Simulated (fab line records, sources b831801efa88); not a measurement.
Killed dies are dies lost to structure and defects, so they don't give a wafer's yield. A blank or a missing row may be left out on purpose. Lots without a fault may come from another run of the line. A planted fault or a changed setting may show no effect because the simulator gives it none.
fab line records | flow sky130
record lots=12 wafers=36 last_day=50
route steps=708 shown LOCAL_INTERCONNECT@388 CONTACT@408 PAD_OPEN@708
lots that met no fault: from a run of the same line without faults
start_h: hours from the record's first day to the start of the lot's first wafer shown | wait_h: hours since the lot's step before | " the same as in the row above | L1.1+2: a row that stands for several wafers | - no value, or no start given | * or withheld: withheld | < > ~ a bound
route shown NAME@n: a module of which the file shows steps, and the number in the route of the first | usual: mean/standard deviation of fault-free wafers | same: alike in all rows | chamber/n: place in a boat | sites: the reading at each site | _std_site: their standard deviation | _edge_site: outer sites' mean less inner sites' | radius_mm: how far each site lies from the wafer's centre | mask NAME#n: copy n | behind: the tool/chamber that last shaped the wafer | hold: why the lot was held/for how many hours/how that ended | device: the transistor (n, p or np) that didn't switch | end of line: the same wafers' tests at the end of the route | a step without rows: its recipe alone | killed: dies lost to structure and defects at the first sort, not the wafer's yield | map: a wafer's dies, x killed, . not, _ none there
set.NAME: the setting as run; set.NAME@STEP: as run at that earlier step | model.NAME: the simulator's own value behind a step, which no gauge read
steps of the route over a sample of lots; a table a step, a row a wafer
services: from which hour (start_h, from the record's first day; less than 0 if before it) a tool's chamber was out of use, for how many hours, and why
## steps
# step SKY_LOCAL_INTERCONNECT_RS_MEAS_01
# recipe thk_meas_gauge=four-point-probe reads=TiN_of_LOCAL_INTERCONNECT_SPUTTER_00
# usual LOCAL_INTERCONNECT_TIN_RS=14.01/0.16
# columns lot.wafer tool chamber start_h wait_h LOCAL_INTERCONNECT_TIN_RS[ohm/sq]
L283.1 film_metro-03 - 692.72 0.0 13.82
L283.3 " - " " 13.73
L283.4 " - " " 13.75
L284.2 film_metro-01 - 696.05 0.1 13.81
L284.4 " - " " 13.95
L284.6 " - " " 14.15
L286.4 film_metro-03 - 737.24 0.1 13.92
L286.5 " - " " 14.21
L286.6 " - " " 14.02
L288.2 film_metro-03 - 741.05 0.1 14.04
L288.3 " - " " 13.91
L288.5 " - " " 14.06
L295.1 film_metro-01 - 794.37 0.0 14.06
L295.3 " - " " 14.03
L295.6 " - " " 13.90
L296.4 film_metro-03 - 796.89 0.1 14.08
L296.5 " - " " 13.86
L296.6 " - " " 13.99
L297.1 film_metro-03 - 807.39 0.0 14.09
L297.4 " - " " 14.06
L297.6 " - " " 13.93
L298.4 film_metro-03 - 809.16 0.1 14.09
L298.5 " - " " 14.22
L298.6 " - " " 14.10
L299.4 film_metro-01 - 811.71 0.1 13.72
L299.5 " - " " 13.72
L299.6 " - " " 13.83
L300.3 film_metro-04 - 826.39 0.1 14.04
L300.5 " - " " 14.21
L300.6 " - " " 14.04
L303.1 film_metro-03 - 840.90 0.0 13.82
L303.2 " - " " 14.06
L303.4 " - " " 14.04
L304.3 film_metro-03 - 851.27 0.1 13.85
L304.4 " - " " 13.90
L304.5 " - " " 14.09
# step SKY_CONTACT_HDPCVD_02
# recipe material=SiO2 target_thk_nm=565 sigma_open_frac=0.3 time_s=94.2 temp_c=600 sih4_flow_sccm=60 pressure_mtorr=6
# usual pressure_mtorr=5.999/0.012 run_length_s=122.2/0.6
# columns lot.wafer tool chamber start_h wait_h pressure_mtorr run_length_s
L283.1 hdpcvd-01 0 719.09 0.1 5.980 122.4
L283.3 " 1 " " 6.020 123.5
L283.4 " 0 " " 5.994 122.8
L284.2 hdpcvd-01 2 722.40 0.0 5.994 121.8
L284.4 " 1 " " 6.000 122.9
L284.6 " 0 " " 5.976 122.8
L286.4 hdpcvd-02 1 765.84 0.1 5.996 122.4
L286.5 " 0 " " 6.010 121.7
L286.6 " 2 " " 5.976 121.2
L288.2 hdpcvd-02 2 769.58 0.0 6.006 121.1
L288.3 " 0 " " 5.972 122.2
L288.5 " 2 " " 6.011 122.0
L295.1 hdpcvd-02 0 821.24 0.1 6.008 122.4
L295.3 " 2 " " 6.005 121.1
L295.6 " 1 " " 6.013 122.4
L296.4 hdpcvd-01 0 823.90 0.1 - -
L296.5 " 2 " " - -
L296.6 " 1 " " - -
L297.1 hdpcvd-02 0 835.81 0.1 - -
L297.4 " 1 " " - -
L297.6 " 0 " " - -
L298.4 hdpcvd-01 2 837.80 0.1 5.991 122.1
L298.5 " 1 " " 6.009 122.9
L298.6 " 0 " " 5.984 122.5
L299.4 hdpcvd-01 1 840.51 0.1 6.007 123.0
L299.5 " 1 " " 6.002 122.9
L299.6 " 2 " " 6.004 122.3
L300.3 hdpcvd-01 2 853.34 0.0 6.011 122.4
L300.5 " 1 " " 5.988 122.8
L300.6 " 2 " " 6.001 122.0
L303.1 hdpcvd-01 2 867.20 0.1 5.999 121.8
L303.2 " 0 " " 5.999 122.2
L303.4 " 0 " " 6.010 122.2
L304.3 hdpcvd-02 0 877.40 0.0 5.997 121.7
L304.4 " 1 " " 6.016 121.9
L304.5 " 0 " " 6.007 122.0
# step SKY_CONTACT_CMP_04
# recipe material=SiO2 down_force_psi=4 platen_rpm=60 pad_velocity_m_s=0.94248
# usual motor_current_A=12.4/0.94 time_to_endpoint_s=83/4.3
# columns lot.wafer tool chamber start_h wait_h motor_current_A time_to_endpoint_s
L283.1 cmp-02 2 719.27 0.1 12.4 87
L283.4 " 3 " " 12.5 84
L283.3 " 0 " " 13.3 78
L284.4 cmp-02 0 722.53 0.0 13.0 81
L284.2 " 2 " " 12.4 85
L284.6 " 0 " " 12.9 79
L286.4 cmp-02 2 766.08 0.2 11.7 82
L286.6 " 3 " " 12.8 86
L286.5 " 0 " " 13.0 80
L288.3 cmp-01 1 769.82 0.2 12.6 84
L288.2 " 3 " " 10.5 85
L288.5 " 2 " " 13.3 79
L295.3 cmp-01 2 821.37 0.0 12.1 83
L295.1 " 0 " " 11.0 86
L295.6 " 2 " " 12.5 78
L296.4 cmp-02 3 824.14 0.2 13.4 -
L296.5 " 0 " " 13.5 -
L296.6 " 1 " " 12.6 -
L297.1 cmp-02 0 835.99 0.1 13.7 -
L297.4 " 2 " " 12.4 -
L297.6 " 3 " " 13.6 -
L298.4 cmp-02 2 837.89 0.0 12.1 86
L298.6 " 2 " " 11.7 84
L298.5 " 3 " " 12.9 82
L299.4 cmp-01 0 840.84 0.2 10.8 89
L299.6 " 0 " " 11.4 91
L299.5 " 1 " " 13.9 87
L300.3 cmp-01 1 853.47 0.0 13.1 88
L300.5 " 1 " " 12.5 90
L300.6 " 2 " " 12.8 81
L303.2 cmp-01 3 867.33 0.0 10.5 86
L303.4 " 0 " " 10.9 90
L303.1 " 2 " " 13.1 81
L304.3 cmp-02 0 877.53 0.0 14.0 74
L304.4 " 3 " " 13.1 78
L304.5 " 1 " " 12.3 85
# step SKY_CONTACT_ETCH_16
# recipe chemistry=N2/H2 target=BARC ion_energy_ev=200 source_w=500 bias_w=100 pressure_mtorr=30 n2_flow_sccm=100 h2_flow_sccm=200 stop_on=SiO2 time_s=45.9 target_depth_a=600
# usual drypump_motor_current_A=5.6/0.45 oes_product_au=0.854/0.0047 throttle_valve_pct=13.225/0.01
# columns lot.wafer tool chamber start_h wait_h drypump_motor_current_A oes_product_au rf_hours_counter_h throttle_valve_pct
L283.1 rie_diel-03 1 747.54 0.0 5.0 0.855 18 13.213
L283.3 " 0 " " 5.1 0.859 8 13.235
L283.4 " 0 " " 5.1 0.858 - 13.219
L284.2 rie_diel-04 1 750.99 0.0 5.6 0.844 5 13.219
L284.4 " 2 " " 6.3 0.859 18 13.213
L284.6 " 3 " " 5.8 0.855 - 13.210
L286.4 rie_diel-03 0 790.82 0.0 5.1 0.851 9 13.231
L286.5 " 2 " " 5.7 0.858 - 13.221
L286.6 " 3 " " 5.3 0.853 - 13.227
L288.2 rie_diel-03 3 796.30 0.0 5.3 0.857 8 13.235
L288.3 " 2 " " 5.8 0.859 11 13.223
L288.5 " 1 " " 5.0 0.853 - 13.214
L295.1 rie_diel-03 0 847.92 0.0 5.1 0.860 12 13.223
L295.3 " 3 " " 5.3 0.853 10 13.241
L295.6 " 0 " " 5.1 0.854 - 13.227
L296.4 rie_diel-04 2 850.62 0.0 6.4 0.855 21 13.211
L296.5 " 3 " " 5.8 0.848 - 13.224
L296.6 " 0 " " 6.2 0.860 - 13.237
L297.1 rie_diel-02 0 861.77 0.0 5.2 0.857 14 13.230
L297.4 " 1 " " 5.8 0.857 5 13.233
L297.6 " 2 " " 5.2 0.857 - 13.213
L298.4 rie_diel-04 2 864.29 0.0 6.4 0.847 - 13.217
L298.5 " 3 " " 5.9 0.847 - 13.207
L298.6 " 1 " " 5.7 0.846 - 13.214
L299.4 rie_diel-04 2 866.82 0.0 6.4 0.857 - 13.210
L299.5 " 3 " " 5.9 0.854 - 13.237
L299.6 " 1 " " 5.6 0.858 - 13.228
L300.3 rie_diel-02 0 879.10 0.0 5.2 0.853 14 13.213
L300.5 " 3 " " 5.1 0.858 - 13.224
L300.6 " 2 " " 5.2 0.856 - 13.219
L303.1 rie_diel-03 0 893.64 0.0 5.1 0.855 13 13.236
L303.2 " 3 " " 5.3 0.855 12 13.199
L303.4 " 2 " " 5.8 0.857 15 13.230
L304.3 rie_diel-04 0 903.30 0.0 6.2 0.859 1 13.220
L304.4 " 2 " " 6.4 0.859 22 13.217
L304.5 " 2 " " 6.4 0.857 - 13.213
# step SKY_CONTACT_ETCH_17
# recipe target=SiO2 chemistry=C4F8/O2/Ar stop_on=Si3N4 mask_material=KrF-thick source_w=1500 bias_w=1200 pressure_mtorr=40 c4f8_flow_sccm=withheld O2_flow_sccm=6 Ar_flow_sccm=300 time_s=withheld target_depth_a=3400
# usual oes_product_au=0.892/0.0046
# columns lot.wafer tool chamber start_h wait_h oes_product_au
L283.1 rie_diel-03 1 747.59 0.0 0.891
L283.3 " 0 " " 0.897
L283.4 " 0 " " 0.900
L284.2 rie_diel-04 1 751.04 0.0 0.884
L284.4 " 2 " " 0.893
L284.6 " 3 " " 0.891
L286.4 rie_diel-03 0 790.86 0.0 0.889
L286.5 " 2 " " 0.891
L286.6 " 3 " " 0.891
L288.2 rie_diel-03 3 796.34 0.0 0.885
L288.3 " 2 " " 0.894
L288.5 " 1 " " 0.886
L295.1 rie_diel-03 0 847.96 0.0 0.892
L295.3 " 3 " " 0.889
L295.6 " 0 " " 0.893
L296.4 rie_diel-04 2 850.66 0.0 0.381
L296.5 " 3 " " 0.368
L296.6 " 0 " " 0.375
L297.1 rie_diel-02 0 861.81 0.0 0.377
L297.4 " 1 " " 0.380
L297.6 " 2 " " 0.372
L298.4 rie_diel-04 2 864.34 0.0 0.897
L298.5 " 3 " " 0.889
L298.6 " 1 " " 0.890
L299.4 rie_diel-04 2 866.86 0.0 0.905
L299.5 " 3 " " 0.894
L299.6 " 1 " " 0.901
L300.3 rie_diel-02 0 879.14 0.0 0.901
L300.5 " 3 " " 0.889
L300.6 " 2 " " 0.892
L303.1 rie_diel-03 0 893.69 0.0 0.888
L303.2 " 3 " " 0.891
L303.4 " 2 " " 0.890
L304.3 rie_diel-04 0 903.34 0.0 0.890
L304.4 " 2 " " 0.896
L304.5 " 2 " " 0.894
# step SKY_PAD_OPEN_PROBE_99
# usual killed_at_M0_to_M3=43/6.8 killed_at_M4_up=2.9/1.7 killed_at_contacts=24/5.4 killed_at_front_end=15/4.8 killed_at_other=0.3/0.57 killed_dies=85/9.4 killed_on_rim=16/4 killed_open=47/7.5 killed_short=38/5.7
# same gross_dies=492 killed_at_back_side=0
# columns lot.wafer tool chamber start_h wait_h killed_at_M0_to_M3 killed_at_M4_up killed_at_contacts killed_at_front_end killed_at_other killed_dies killed_on_rim killed_open killed_short
L284.2 prober-02 - 1084.74 0.1 39 5 24 19 0 87 19 48 39
L284.4 prober-02 - 1084.84 0.2 35 6 21 22 0 84 14 36 48
L284.6 prober-02 - 1084.94 0.2 48 3 21 24 0 96 20 53 43
L286.4 prober-01 - 1113.96 0.2 50 2 21 12 0 85 12 56 29
L286.5 prober-01 - 1114.01 0.2 51 2 22 10 0 85 13 52 33
L286.6 prober-01 - 1114.06 0.2 67 7 22 15 0 111 27 65 46
L295.1 prober-01 - 1154.72 0.1 50 4 22 14 1 91 23 56 35
L295.3 prober-01 - 1154.82 0.2 49 1 32 22 0 104 22 57 47
L295.6 prober-01 - 1154.97 0.2 44 1 23 10 1 79 19 46 33
L296.4 prober-02 - 1155.38 0.2 7 2 483 0 0 492 96 8 7
L296.5 prober-02 - 1155.43 0.2 8 0 482 1 1 492 96 7 8
L296.6 prober-02 - 1155.48 0.2 5 0 486 1 0 492 96 11 0
L297.1 prober-02 - 1169.27 0.1 10 1 476 5 0 492 96 12 10
L297.4 prober-02 - 1169.42 0.2 7 0 481 4 0 492 96 7 10
L297.6 prober-02 - 1169.52 0.2 12 0 480 0 0 492 96 9 7
L298.4 prober-01 - 1169.33 0.2 40 0 18 17 1 76 14 43 33
L298.5 prober-01 - 1169.38 0.2 48 1 22 15 0 86 14 51 35
L298.6 prober-01 - 1169.43 0.2 43 2 23 12 1 81 14 43 38
L299.4 prober-01 - 1171.51 0.2 46 2 23 16 0 87 18 46 41
L299.5 prober-01 - 1171.56 0.2 39 2 16 15 0 72 12 39 33
L299.6 prober-01 - 1171.61 0.2 39 1 31 20 0 91 17 58 33
# killed by level:class
L284.2 CONTACT:geometric_particle:open=12 METAL1:geometric_particle:short=7 METAL2:geometric_particle:short=7 LI_CONTACT:geometric_particle:open=6 FIELD_ISO:geometric_particle:open=5 POLY_GATE:geometric_particle:open=5 VIA2:geometric_particle:open=5 VIA3:geometric_particle:open=5
L284.4 POLY_GATE:geometric_particle:short=9 VIA1:geometric_particle:open=8 CONTACT:geometric_particle:open=8 METAL1:geometric_particle:short=8 METAL2:geometric_particle:short=6 VIA2:geometric_particle:open=6 FIELD_ISO:geometric_particle:short=5 CONTACT:geometric_particle:short=5
L284.6 CONTACT:geometric_particle:open=12 FIELD_ISO:geometric_particle:short=9 VIA3:geometric_particle:open=9 VIA1:geometric_particle:open=8 METAL2:geometric_particle:short=7 POLY_GATE:geometric_particle:open=6 FIELD_ISO:geometric_particle:open=5 VIA1:geometric_particle:short=5
L286.4 VIA1:geometric_particle:open=16 CONTACT:geometric_particle:open=10 VIA2:geometric_particle:open=7 METAL1:geometric_particle:short=6 VIA3:geometric_particle:open=6 CONTACT:geometric_particle:short=5 POLY_GATE:geometric_particle:open=4 VIA3:geometric_particle:short=4
L286.5 VIA1:geometric_particle:open=17 CONTACT:geometric_particle:open=9 VIA3:geometric_particle:open=7 VIA2:geometric_particle:open=6 VIA2:geometric_particle:short=6 LOCAL_INTERCONNECT:geometric_particle:short=5 LI_CONTACT:geometric_particle:open=4 METAL1:geometric_particle:short=4
L286.6 VIA1:geometric_particle:open=25 VIA2:geometric_particle:open=9 VIA1:geometric_particle:short=9 VIA3:geometric_particle:open=9 CONTACT:geometric_particle:open=8 METAL4:geometric_particle:short=5 POLY_GATE:geometric_particle:open=4 LOCAL_INTERCONNECT:geometric_particle:short=4
L295.1 VIA1:geometric_particle:open=18 VIA3:geometric_particle:open=9 CONTACT:geometric_particle:open=8 METAL2:geometric_particle:short=7 FIELD_ISO:geometric_particle:short=5 POLY_GATE:geometric_particle:short=4 LI_CONTACT:geometric_particle:open=4 LOCAL_INTERCONNECT:geometric_particle:short=4
L295.3 VIA1:geometric_particle:open=12 LI_CONTACT:geometric_particle:open=9 VIA3:geometric_particle:open=8 FIELD_ISO:geometric_particle:open=6 FIELD_ISO:geometric_particle:short=6 CONTACT:geometric_particle:short=6 CONTACT:geometric_particle:open=6 LI_CONTACT:geometric_particle:short=5
L295.6 VIA1:geometric_particle:open=13 CONTACT:geometric_particle:open=9 METAL1:geometric_particle:short=6 LI_CONTACT:geometric_particle:open=5 VIA1:geometric_particle:short=5 VIA2:geometric_particle:open=5 FIELD_ISO:geometric_particle:open=4 LI_CONTACT:geometric_particle:short=4
L296.4 CONTACT:lost_pattern=473 CONTACT:area_hdpcvd=4 CONTACT:geometric_particle:open=3 VIA1:geometric_particle:open=2 LOCAL_INTERCONNECT:geometric_particle:short=2 METAL2:geometric_particle:short=2 METAL4:geometric_particle:short=1 LI_CONTACT:geometric_particle:short=1
L296.5 CONTACT:lost_pattern=475 CONTACT:geometric_particle:short=3 CONTACT:geometric_particle:open=2 METAL2:geometric_particle:short=2 VIA2:geometric_particle:open=2 VIA3:geometric_particle:open=2 CONTACT:area_hdpcvd=2 POLY_GATE:geometric_particle:open=1
L296.6 CONTACT:lost_pattern=478 LI_CONTACT:geometric_particle:open=3 VIA3:geometric_particle:open=3 CONTACT:area_hdpcvd=3 CONTACT:geometric_particle:open=2 VIA1:geometric_particle:open=2 SPACER:geometric_particle:open=1
L297.1 CONTACT:lost_pattern=470 CONTACT:geometric_particle:open=4 FIELD_ISO:geometric_particle:short=2 FIELD_ISO:geometric_particle:open=2 METAL1:geometric_particle:short=2 VIA2:geometric_particle:open=2 VIA3:geometric_particle:open=2 POLY_GATE:geometric_particle:open=1
L298.4 VIA1:geometric_particle:open=11 CONTACT:geometric_particle:open=9 VIA2:geometric_particle:open=7 METAL2:geometric_particle:short=5 FIELD_ISO:geometric_particle:open=4 FIELD_ISO:geometric_particle:short=4 VIA1:geometric_particle:short=4 POLY_GATE:geometric_particle:open=3
L298.5 CONTACT:geometric_particle:open=10 VIA3:geometric_particle:open=10 VIA1:geometric_particle:open=8 VIA2:geometric_particle:open=8 LI_CONTACT:geometric_particle:open=6 FIELD_ISO:geometric_particle:short=5 METAL1:geometric_particle:short=5 VIA1:geometric_particle:short=4
L297.4 CONTACT:lost_pattern=473 LI_CONTACT:geometric_particle:open=4 POLY_GATE:geometric_particle:short=2 LI_CONTACT:geometric_particle:short=2 METAL1:geometric_particle:short=2 CONTACT:area_hdpcvd=2 FIELD_ISO:geometric_particle:open=1 POLY_CUT:geometric_particle:short=1
L298.6 VIA1:geometric_particle:open=12 CONTACT:geometric_particle:open=10 VIA1:geometric_particle:short=7 LI_CONTACT:geometric_particle:open=6 VIA2:geometric_particle:open=6 METAL2:geometric_particle:short=4 METAL3:geometric_particle:short=4 POLY_GATE:geometric_particle:short=3
L297.6 CONTACT:lost_pattern=476 METAL1:geometric_particle:short=3 VIA1:geometric_particle:open=3 LI_CONTACT:geometric_particle:open=2 CONTACT:geometric_particle:open=2 METAL3:geometric_particle:short=2 VIA1:geometric_particle:short=1 METAL2:geometric_particle:short=1
L299.4 CONTACT:geometric_particle:open=13 VIA1:geometric_particle:open=10 VIA1:geometric_particle:short=9 VIA3:geometric_particle:open=6 VIA2:geometric_particle:open=4 VIA2:geometric_particle:short=4 METAL2:geometric_particle:short=4 FIELD_ISO:geometric_particle:short=3
L299.5 VIA3:geometric_particle:open=9 FIELD_ISO:geometric_particle:short=6 LI_CONTACT:geometric_particle:open=6 VIA2:geometric_particle:open=6 VIA1:geometric_particle:short=5 METAL2:geometric_particle:open=5 LOCAL_INTERCONNECT:geometric_particle:short=4 CONTACT:geometric_particle:open=4
L299.6 CONTACT:geometric_particle:open=13 LI_CONTACT:geometric_particle:open=12 FIELD_ISO:geometric_particle:open=9 VIA1:geometric_particle:open=7 VIA3:geometric_particle:open=6 POLY_GATE:geometric_particle:open=5 METAL1:geometric_particle:short=5 VIA3:geometric_particle:short=5
## services
# columns tool chamber start_h hours kind
cmp-01 - 696.54 2.9 repair
cmp-01 - 698.99 1.8 repair
rie_diel-03 3 705.84 4.0 repair
rie_diel-03 2 725.01 27.3 repair
hdpcvd-02 0 734.50 3.6 repair
rie_diel-04 - 741.66 2.3 repair
cmp-01 - 744.00 4.0 pm
cmp-02 - 749.87 1.7 repair
hdpcvd-01 - 759.14 14.6 pm
cmp-02 - 766.93 6.4 repair
hdpcvd-01 - 798.77 6.0 pm
cmp-01 - 805.26 6.8 pm
rie_diel-04 - 827.82 2.8 pm
cmp-01 - 828.17 2.6 repair
hdpcvd-01 0 839.46 5.2 repair
cmp-02 - 840.36 4.0 repair
rie_diel-04 0 841.64 2.7 repair
rie_diel-04 2 854.04 5.2 repair
rie_diel-04 0 859.90 2.7 repair
hdpcvd-02 - 866.89 1.0 repair
rie_diel-04 3 869.59 3.9 repair
rie_diel-04 2 870.72 9.8 repair
cmp-02 - 883.09 3.8 pm
hdpcvd-02 1 892.36 17.0 repair
## key
first_sign step=SKY_CONTACT_HDPCVD_02 reading=tool_record direction=missing
effect step=SKY_CONTACT_ETCH_17 reading=oes_product_au direction=down sigmas=99+ usual=0.892 struck=0.375
effect step=SKY_PAD_OPEN_PROBE_99 reading=killed_at_contacts direction=up sigmas=84 usual=24 struck=481
met_at SKY_CONTACT_HDPCVD_02
struck_lots L296,L297
later_rows_left_out L296.4,L296.5,L296.6,L297.1,L297.4,L297.6
tester_left_out L296,L297
not_acting_at SKY_LOCAL_INTERCONNECT_RS_MEAS_01,SKY_CONTACT_CMP_04,SKY_CONTACT_ETCH_16
onset_between 821.24 823.90
fault kind=skipped_step_whole tool=hdpcvd-01,hdpcvd-02 chamber=- onset_h=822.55 steps=SKY_CONTACT_HDPCVD_02 scope=struck_lots_only
# tester_left_out: of these lots the tester's yield and bins aren't shown, on N5 and GAA mostly nor the transistor test; their killed dies are dies lost to structure and defects alone, not to doping, threshold or leakage, so they don't give the yield
# later_rows_left_out: the simulator's readings of these wafers behind a module that went badly wrong aren't trusted and aren't shown, but for the sort
